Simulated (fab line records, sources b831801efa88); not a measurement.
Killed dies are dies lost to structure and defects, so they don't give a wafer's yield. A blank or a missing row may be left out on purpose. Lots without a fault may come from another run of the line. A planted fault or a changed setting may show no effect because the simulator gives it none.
fab line records | flow sky130
record lots=5 wafers=15 last_day=50
route steps=708 shown GATE_OXIDE@192 POLY_GATE@204 RES_PROTECT@206 PAD_OPEN@708
lots that met no fault: from a run of the same line without faults
start_h: hours from the record's first day to the start of the lot's first wafer shown | wait_h: hours since the lot's step before | " the same as in the row above | L1.1+2: a row that stands for several wafers | - no value, or no start given | * or withheld: withheld | < > ~ a bound
route shown NAME@n: a module of which the file shows steps, and the number in the route of the first | usual: mean/standard deviation of fault-free wafers | same: alike in all rows | chamber/n: place in a boat | sites: the reading at each site | _std_site: their standard deviation | _edge_site: outer sites' mean less inner sites' | radius_mm: how far each site lies from the wafer's centre | mask NAME#n: copy n | behind: the tool/chamber that last shaped the wafer | hold: why the lot was held/for how many hours/how that ended | device: the transistor (n, p or np) that didn't switch | end of line: the same wafers' tests at the end of the route | a step without rows: its recipe alone | killed: dies lost to structure and defects at the first sort, not the wafer's yield | map: a wafer's dies, x killed, . not, _ none there
set.NAME: the setting as run; set.NAME@STEP: as run at that earlier step | model.NAME: the simulator's own value behind a step, which no gauge read
lots at some steps of the route; a table a step, a row a wafer
services: from which hour (start_h, from the record's first day; less than 0 if before it) a tool's chamber was out of use, for how many hours, and why
## steps
# step SKY_GATE_OXIDE_COAT_05
# recipe resist=NOVOLAK spin_rpm=3000 resist_thk_nm=1140
# step SKY_GATE_OXIDE_SOFTBAKE_06
# recipe temp_c=90 time_s=60 resist=NOVOLAK
# step SKY_GATE_OXIDE_EXPOSE_07
# recipe mask_id=LVOM na=0.6 source_shape=conventional sigma_outer=0.6 polarization=unpolarized target_cd_nm=600 dose_mj=170
# step SKY_GATE_OXIDE_PEB_08
# recipe temp_c=withheld time_s=* resist=NOVOLAK
# step SKY_GATE_OXIDE_DEVELOP_09
# recipe resist=NOVOLAK developer=TMAH develop_time_s=60 dev_temp_c=23
# step SKY_GATE_OXIDE_IMPLANT_11
# recipe species=B energy_kev=10 dose_cm2=2.6e+12 tilt_deg=withheld
# step SKY_GATE_OXIDE_WET_ETCH_12
# recipe chemistry=dHF target_depth_nm=16.8 dry=n2_spin target=SiO2 dilution=100:1 temp_c=25 time_s=336
# step SKY_GATE_OXIDE_STRIP_13
# recipe chemistry=O2/N2 power_w=1400 pressure_mtorr=1500 platen_temp_c=withheld o2_flow_sccm=3000 n2_flow_sccm=300 overash_fraction=0.5
# step SKY_GATE_OXIDE_CLEAN_15
# recipe chemistry=SC1/SC2 mix=1:4:20 temp_c=70 time_s=150 dry=n2_spin
# step SKY_GATE_OXIDE_OXIDATION_16
# recipe temp_c=800 ambient=O2 idle_temp_c=700 ramp_up_c_per_min=10 ramp_down_c_per_min=3 stabilise_s=600 purge_s=300 target_thk_a=35.7 ox_time_s=1915
# step SKY_POLY_GATE_CVD_00
# recipe material=poly-Si target_thk_nm=180 temp_c=620 time_s=720 pressure_mtorr=200
# usual spike_tc_centre_C=619.4/1.1 spike_tc_top_C=640.7/2.4 spike_tc_upper_C=618.7/1.2 zone_power_centre_pct=8.8/0.95 zone_power_top_pct=18.1/0.59 zone_power_upper_pct=8.1/0.78
# columns lot.wafer tool chamber start_h wait_h spike_tc_centre_C spike_tc_top_C spike_tc_upper_C zone_power_centre_pct zone_power_top_pct zone_power_upper_pct model.poly-Si_of_POLY_GATE_CVD_00.thk_nm
L110.2 lpcvd-01 1 356.12 0.0 626.1 648.4 570.6 11.3 23.9 0.0 115.3
L110.3 " 1 " " 626.8 647.0 569.7 11.3 23.9 0.0 112.6
L110.4 " 1 " " 624.7 646.9 571.1 11.4 23.3 0.0 113
L111.1 lpcvd-01 1 360.41 0.0 625.7 647.0 570.1 11.5 23.5 0.0 167.8
L111.4 " 1 " " 626.2 648.3 571.2 11.4 24.0 0.0 146.4
L111.6 " 1 " " 628.0 647.5 571.3 11.3 23.9 0.0 125.3
L112.1 lpcvd-01 1 377.71 5.4 623.6 645.6 569.4 11.4 23.6 0.0 118.7
L112.3 " 1 " " 624.4 647.9 571.4 11.4 23.9 0.0 110.4
L112.6 " 1 " " 625.5 647.1 570.9 11.4 23.3 0.0 117.5
L123.1 lpcvd-01 0 466.57 0.0 619.5 643.3 617.9 9.9 17.6 8.9 184.3
L123.3 " 0 " " 620.3 641.0 618.9 9.8 17.6 8.9 184.3
L123.5 " 0 " " 620.3 643.9 616.7 9.8 17.5 9.0 185.4
L127.4 lpcvd-01 1 492.28 0.0 621.4 638.4 617.6 8.1 18.6 7.4 180.5
L127.5 " 1 " " 618.1 637.8 619.2 8.0 18.5 7.4 182.1
L127.6 " 1 " " 619.2 639.6 617.2 8.0 18.8 7.4 181.2
# step SKY_POLY_GATE_THK_MEAS_01
# recipe reads=poly-Si_of_POLY_GATE_CVD_00
# usual POLY_GATE_CVD_00_THK=181.1/2.1
# columns lot.wafer tool chamber start_h wait_h POLY_GATE_CVD_00_THK[nm]
L110.2 film_metro-02 - 357.33 0.0 115.3
L110.3 " - " " 112.6
L110.4 " - " " 113.1
L111.1 film_metro-03 - 361.61 0.0 167.8
L111.4 " - " " 146.4
L111.6 " - " " 125.3
L112.1 film_metro-02 - 378.91 0.0 118.7
L112.3 " - " " 110.4
L112.6 " - " " 117.5
L123.1 film_metro-04 - 467.77 0.0 184.4
L123.3 " - " " 184.2
L123.5 " - " " 185.4
L127.4 film_metro-03 - 493.51 0.0 180.5
L127.5 " - " " 182.2
L127.6 " - " " 181.3
# step SKY_RES_PROTECT_DEHYDRATE_00
# recipe temp_c=200 time_s=60
# step SKY_RES_PROTECT_HMDS_01
# recipe prime_time_s=60 prime_temp_c=120
# step SKY_RES_PROTECT_COAT_02
# recipe resist=NOVOLAK spin_rpm=3000 resist_thk_nm=1140
# step SKY_RES_PROTECT_SOFTBAKE_03
# recipe temp_c=90 time_s=60 resist=NOVOLAK
# step SKY_RES_PROTECT_EXPOSE_04
# recipe mask_id=RPM na=0.6 source_shape=conventional sigma_outer=0.6 polarization=unpolarized target_cd_nm=1270 dose_mj=131
# step SKY_RES_PROTECT_PEB_05
# recipe temp_c=withheld time_s=* resist=NOVOLAK
# step SKY_RES_PROTECT_DEVELOP_06
# recipe resist=NOVOLAK developer=TMAH develop_time_s=60 dev_temp_c=23
# step SKY_POLY_GATE_IMPLANT_02
# recipe species=P energy_kev=30 dose_cm2=7.7e+15 tilt_deg=0
# step SKY_RES_PROTECT_STRIP_07
# recipe chemistry=O2/N2 power_w=1400 pressure_mtorr=1500 platen_temp_c=withheld o2_flow_sccm=3000 n2_flow_sccm=300 overash_fraction=0.5
# step SKY_RES_PROTECT_CLEAN_09
# recipe chemistry=SC1/SC2 mix=1:4:20 temp_c=70 time_s=150 dry=n2_spin
# columns lot.wafer tool chamber start_h wait_h model.poly-Si_of_POLY_GATE_CVD_00.thk_nm
L110.2 wet_bench-02 2 384.66 0.0 114.6
L110.3 " 2 " " 112
L110.4 " 2 " " 112.4
L111.1 wet_bench-04 2 388.71 0.1 167.2
L111.4 " 2 " " 145.7
L111.6 " 2 " " 124.7
L112.1 wet_bench-04 2 408.10 0.1 118.1
L112.3 " 2 " " 109.8
L112.6 " 2 " " 116.9
L123.1 wet_bench-04 2 498.30 0.1 183.7
L123.3 " 2 " " 183.6
L123.5 " 2 " " 184.8
L127.4 wet_bench-04 3 524.10 0.0 179.9
L127.5 " 3 " " 181.5
L127.6 " 3 " " 180.6
# step SKY_POLY_GATE_CVD_03
# recipe material=Si3N4 precursor=DCS/NH3 target_thk_nm=75 temp_c=770 time_s=1290 pressure_mtorr=250
# step SKY_POLY_GATE_DEHYDRATE_05
# recipe temp_c=200 time_s=60
# step SKY_POLY_GATE_HMDS_06
# recipe prime_time_s=60 prime_temp_c=120
# step SKY_POLY_GATE_COAT_07
# recipe resist=BARC temp_c=withheld time_s=withheld spin_rpm=3000 resist_thk_nm=110
# step SKY_POLY_GATE_COAT_08
# recipe resist=KrF-thick spin_rpm=3000 resist_thk_nm=450
# step SKY_POLY_GATE_SOFTBAKE_09
# recipe temp_c=100 time_s=90 resist=KrF-thick
# step SKY_POLY_GATE_EXPOSE_10
# recipe mask_id=P1M na=0.68 source_shape=conventional sigma_outer=0.6 target_cd_nm=150 dose_mj=28
# step SKY_POLY_GATE_PEB_11
# recipe peb_temp_c=withheld peb_time_s=withheld resist=KrF-thick
# step SKY_POLY_GATE_DEVELOP_12
# recipe develop_time_s=60 resist=KrF-thick dev_temp_c=21
# step SKY_POLY_GATE_ETCH_15
# recipe chemistry=N2/H2 target=BARC ion_energy_ev=200 source_w=500 bias_w=100 pressure_mtorr=30 n2_flow_sccm=100 h2_flow_sccm=200 stop_on=SiO2 time_s=118.5 target_depth_a=1100
# step SKY_POLY_GATE_ETCH_16
# recipe stop_on=poly-Si chemistry=CH3F/O2 target=Si3N4 source_w=400 bias_w=80 pressure_mtorr=25 ch3f_flow_sccm=40 O2_flow_sccm=30 time_s=147.5 target_depth_a=750
# step SKY_POLY_GATE_ETCH_17
# recipe target_depth_nm=180 stop_on=SiO2 over_etch_frac=0.56667 chemistry=HBr/Cl2 target=poly-Si icp_w=400 bias_w=100 pressure_mtorr=10 HBr_flow_sccm=150 Cl2_flow_sccm=50 time_s=70.5
# usual bias_w=100.0/0.31 drypump_motor_current_A=5.7/0.64 oes_product_au=0.988/0.0077 throttle_valve_pct=33.684/0.0094
# columns lot.wafer tool chamber start_h wait_h bias_w drypump_motor_current_A oes_product_au rf_hours_counter_h throttle_valve_pct model.POLY_GATE.feature_depth_nm model.etch.depth_nm
L110.2 rie_si-01 2 416.13 0.0 99.9 4.9 0.741 13 33.693 114.6 114.6
L110.3 " 3 " " 99.9 6.1 0.726 4 33.678 112 112
L110.4 " 1 " " 99.6 6.5 0.734 - 33.683 112.4 112.4
L111.1 rie_si-02 3 419.53 0.0 100.0 5.6 0.951 74 33.685 167.2 167.2
L111.4 " 2 " " 99.9 4.8 0.856 9 33.671 145.7 145.7
L111.6 " 2 " " 100.1 4.8 0.976 - 33.686 178.1 178.1
L112.1 rie_si-02 2 441.43 0.0 99.8 4.8 0.749 9 33.688 118.1 118.1
L112.3 " 1 " " 99.9 5.9 0.720 23 33.672 109.8 109.8
L112.6 " 2 " " 99.2 4.8 0.744 - 33.687 116.9 116.9
L123.1 rie_si-02 3 530.68 0.0 100.4 5.5 0.995 0 33.703 180.9 180.9
L123.3 " 2 " " 100.0 4.8 0.995 10 33.705 179.9 179.9
L123.5 " 0 " " 99.8 6.6 0.988 - 33.673 177.8 177.8
L127.4 rie_si-02 2 555.38 0.0 99.8 4.8 0.997 10 33.678 179.9 179.9
L127.5 " 1 " " 100.5 5.9 1.001 - 33.676 181.5 181.5
L127.6 " 0 " " 99.7 6.6 0.981 - 33.679 178.6 178.6
# step SKY_POLY_GATE_STRIP_18
# recipe chemistry=O2/N2 power_w=1400 pressure_mtorr=1500 platen_temp_c=withheld o2_flow_sccm=3000 n2_flow_sccm=300 overash_fraction=0.5
# step SKY_PAD_OPEN_PROBE_99
# usual killed_at_M0_to_M3=44/6.6 killed_at_M4_up=3.4/1.9 killed_at_contacts=25/5.6 killed_at_front_end=15/4.6 killed_at_other=0.3/0.6 killed_dies=88/9.5 killed_on_rim=17/3.8 killed_open=47/7.1 killed_short=40/6.4
# same gross_dies=492 killed_at_back_side=0
# columns lot.wafer tool chamber start_h wait_h killed_at_M0_to_M3 killed_at_M4_up killed_at_contacts killed_at_front_end killed_at_other killed_dies killed_on_rim killed_open killed_short model.etest.res_high_po.line_ohm_um model.etest.res_poly.line_ohm_um model.etest.pfet_01v8.r_on_ohm_um model.etest.tip_sonos.rs_ohm_sq model.etest.tip_p.rs_ohm_sq model.etest.res_high_po.rs_ohm_sq model.etest.res_poly.rs_ohm_sq model.etest.nfet_01v8_lvt.drive_ua_um
L110.2 prober-01 - 1108.97 0.1 34 4 12 19 0 69 15 33 36 1083 807 2937 2553 6872 380.1 74.11 579
L110.3 prober-01 - 1109.02 0.2 41 1 28 16 0 86 17 48 37 1126 832.2 2968 2562 6942 387.1 75.83 602.5
L110.4 prober-01 - 1109.07 0.2 32 6 19 9 0 66 11 43 23 1150 810.7 2961 2573 6974 392.1 75.01 589.8
L111.1 prober-02 - 1112.86 0.1 36 2 28 23 0 89 20 52 37 776.9 540.3 2906 2674 6892 268.7 50.38 569.2
L111.4 prober-02 - 1113.01 0.2 38 6 33 22 0 99 23 61 38 904.6 630.3 2880 2585 6875 315.4 59.48 564.5
L111.6 prober-02 - 1113.11 0.2 47 3 19 18 0 87 18 45 42 1027 730.4 2964 2512 6862 362.4 69.42 563.3
L112.1 prober-01 - 1119.58 0.1 43 1 23 10 1 78 15 43 34 1086 798.7 2975 2522 7043 380.4 73.19 617.5
L112.3 prober-01 - 1119.68 0.2 44 4 19 18 1 86 17 41 44 1144 820.1 3749 2472 7598 400.5 78.02 656.7
L112.6 prober-01 - 1119.83 0.2 46 0 21 14 0 81 18 44 36 1102 808.3 3030 2500 7037 381.5 74.36 602.1
L123.1 prober-02 - 1182.44 0.1 39 5 20 16 1 81 11 46 35 709.1 488 2963 2676 6866 250.5 46.16 566.2
L123.3 prober-02 - 1182.54 0.2 40 3 13 11 0 67 12 40 27 741.3 508.6 2987 2646 6849 257.2 47.43 564.1
L123.5 prober-02 - 1182.64 0.2 39 4 29 16 1 89 13 47 42 713.4 496.3 2965 2639 6824 253.6 46.81 556
L127.4 prober-01 - 1189.81 0.2 51 5 26 19 1 102 21 46 56 722.5 487.5 3056 2623 6949 253.2 47.05 566.3
L127.5 prober-01 - 1189.86 0.2 32 5 24 14 0 75 15 34 41 714 467.1 3032 2633 6964 256.5 46.88 565
L127.6 prober-01 - 1189.91 0.2 45 2 31 15 0 93 13 51 42 733 483.5 3030 2645 6944 257 47.83 576.1
# killed by level:class
L110.2 VIA1:geometric_particle:short=7 VIA3:geometric_particle:open=7 POLY_GATE:geometric_particle:short=6 FIELD_ISO:geometric_particle:open=5 POLY_GATE:geometric_particle:open=5 VIA1:geometric_particle:open=5 CONTACT:geometric_particle:short=4 METAL1:geometric_particle:short=4
L110.3 VIA1:geometric_particle:open=15 CONTACT:geometric_particle:open=12 LOCAL_INTERCONNECT:geometric_particle:short=9 METAL2:geometric_particle:short=6 FIELD_ISO:geometric_particle:open=5 POLY_GATE:geometric_particle:short=4 VIA3:geometric_particle:short=4 FIELD_ISO:geometric_particle:short=3
L110.4 LI_CONTACT:geometric_particle:open=9 VIA1:geometric_particle:open=9 VIA2:geometric_particle:open=7 CONTACT:geometric_particle:open=6 VIA1:geometric_particle:short=4 VIA3:geometric_particle:open=4 FIELD_ISO:geometric_particle:short=3 METAL2:geometric_particle:short=3
L111.1 VIA1:geometric_particle:open=15 LI_CONTACT:geometric_particle:open=10 CONTACT:geometric_particle:open=9 FIELD_ISO:geometric_particle:short=6 METAL3:geometric_particle:short=6 FIELD_ISO:geometric_particle:open=5 POLY_GATE:geometric_particle:open=5 POLY_GATE:geometric_particle:short=4
L111.4 CONTACT:geometric_particle:open=16 VIA2:geometric_particle:open=10 LI_CONTACT:geometric_particle:open=9 VIA1:geometric_particle:open=9 SPACER:geometric_particle:short=6 VIA3:geometric_particle:open=5 FIELD_ISO:geometric_particle:open=4 FIELD_ISO:geometric_particle:short=4
L111.6 VIA1:geometric_particle:open=9 CONTACT:geometric_particle:open=7 VIA1:geometric_particle:short=6 POLY_GATE:geometric_particle:open=5 LI_CONTACT:geometric_particle:open=5 VIA3:geometric_particle:short=5 VIA3:geometric_particle:open=5 METAL3:geometric_particle:short=4
L112.1 VIA3:geometric_particle:open=14 LOCAL_INTERCONNECT:geometric_particle:short=7 VIA1:geometric_particle:open=7 CONTACT:geometric_particle:short=7 METAL2:geometric_particle:short=5 VIA2:geometric_particle:open=5 CONTACT:geometric_particle:open=4 FIELD_ISO:geometric_particle:open=3
L112.3 METAL1:geometric_particle:short=11 CONTACT:geometric_particle:open=10 VIA1:geometric_particle:open=8 POLY_GATE:geometric_particle:short=7 VIA3:geometric_particle:open=6 METAL2:geometric_particle:short=5 VIA2:geometric_particle:open=4 FIELD_ISO:geometric_particle:open=3
L112.6 VIA1:geometric_particle:open=11 CONTACT:geometric_particle:open=7 LOCAL_INTERCONNECT:geometric_particle:short=5 METAL1:geometric_particle:short=5 VIA1:geometric_particle:short=5 VIA3:geometric_particle:open=5 POLY_GATE:geometric_particle:open=4 POLY_GATE:geometric_particle:short=4
L123.1 CONTACT:geometric_particle:open=11 METAL1:geometric_particle:short=10 FIELD_ISO:geometric_particle:open=7 VIA1:geometric_particle:open=7 LI_CONTACT:geometric_particle:open=5 VIA3:geometric_particle:open=5 VIA2:geometric_particle:open=4 METAL1:geometric_particle:open=4
L123.3 VIA1:geometric_particle:open=9 VIA3:geometric_particle:open=8 CONTACT:geometric_particle:open=5 VIA2:geometric_particle:open=5 METAL2:geometric_particle:short=4 FIELD_ISO:geometric_particle:open=3 LI_CONTACT:geometric_particle:open=3 METAL1:geometric_particle:short=3
L123.5 CONTACT:geometric_particle:open=13 VIA1:geometric_particle:open=10 LI_CONTACT:geometric_particle:open=6 FIELD_ISO:geometric_particle:open=5 VIA1:geometric_particle:short=5 VIA2:geometric_particle:open=5 FIELD_ISO:geometric_particle:short=4 LOCAL_INTERCONNECT:geometric_particle:short=4
L127.4 CONTACT:geometric_particle:open=11 VIA1:geometric_particle:open=11 METAL3:geometric_particle:short=8 POLY_GATE:geometric_particle:short=7 VIA2:geometric_particle:open=7 METAL1:geometric_particle:short=7 METAL2:geometric_particle:short=6 CONTACT:geometric_particle:short=5
L127.5 CONTACT:geometric_particle:open=9 CONTACT:geometric_particle:short=6 VIA2:geometric_particle:open=6 POLY_GATE:geometric_particle:short=5 LI_CONTACT:geometric_particle:open=5 METAL1:geometric_particle:short=4 METAL2:geometric_particle:short=4 FIELD_ISO:geometric_particle:short=3
L127.6 VIA1:geometric_particle:open=11 CONTACT:geometric_particle:open=9 LOCAL_INTERCONNECT:geometric_particle:short=8 LI_CONTACT:geometric_particle:open=7 METAL1:geometric_particle:short=7 VIA3:geometric_particle:open=6 FIELD_ISO:geometric_particle:open=5 VIA2:geometric_particle:short=5
## services
# columns tool chamber start_h hours kind
rie_si-02 - 362.09 0.7 repair
lpcvd-01 - 371.71 6.0 pm
rie_si-01 - 385.28 14.6 pm
rie_si-02 - 400.57 0.6 repair
rie_si-01 0 412.18 - clean
rie_si-01 0 412.18 15.8 scheduled_down
rie_si-01 0 412.18 15.8 vent_cycle
rie_si-02 3 422.07 - clean
rie_si-02 3 422.07 17.6 scheduled_down
rie_si-02 3 422.07 17.6 vent_cycle
wet_bench-04 - 423.79 22.7 repair
lpcvd-01 - 531.22 2.8 pm
## key
first_sign step=SKY_POLY_GATE_CVD_00 reading=spike_tc_upper_C direction=down sigmas=39 usual=618.7 struck=570.6
effect step=SKY_POLY_GATE_CVD_00 reading=zone_power_upper_pct direction=down sigmas=10 usual=8.1 struck=0.0
effect step=SKY_POLY_GATE_THK_MEAS_01 reading=POLY_GATE_CVD_00_THK direction=down sigmas=26 usual=181.1 struck=125.2
effect step=SKY_POLY_GATE_ETCH_17 reading=oes_product_au direction=down sigmas=25 usual=0.988 struck=0.800 wafers_moved=8
model_effect step=SKY_POLY_GATE_CVD_00 value=poly-Si_of_POLY_GATE_CVD_00.thk_nm without=179.9 struck=125.2
model_effect step=SKY_RES_PROTECT_CLEAN_09 value=poly-Si_of_POLY_GATE_CVD_00.thk_nm without=179.2 struck=124.6
model_effect step=SKY_POLY_GATE_ETCH_17 value=POLY_GATE.feature_depth_nm without=178.4 struck=130.5
model_effect step=SKY_PAD_OPEN_PROBE_99 value=etest.res_high_po.line_ohm_um without=739.9 struck=1044
met_at SKY_POLY_GATE_CVD_00
struck_wafers L110.2,L110.3,L110.4,L111.1,L111.4,L111.6,L112.1,L112.3,L112.6
tester_left_out L110,L111,L112
fault kind=process_parameter_drift tool=lpcvd-01 chamber=1 onset_h=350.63 steps=SKY_POLY_GATE_CVD_00 channel=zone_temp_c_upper offset=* shape=step end_h=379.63
# tester_left_out: of these lots the tester's yield and bins aren't shown, on N5 and GAA mostly nor the transistor test; their killed dies are dies lost to structure and defects alone, not to doping, threshold or leakage, so they don't give the yield
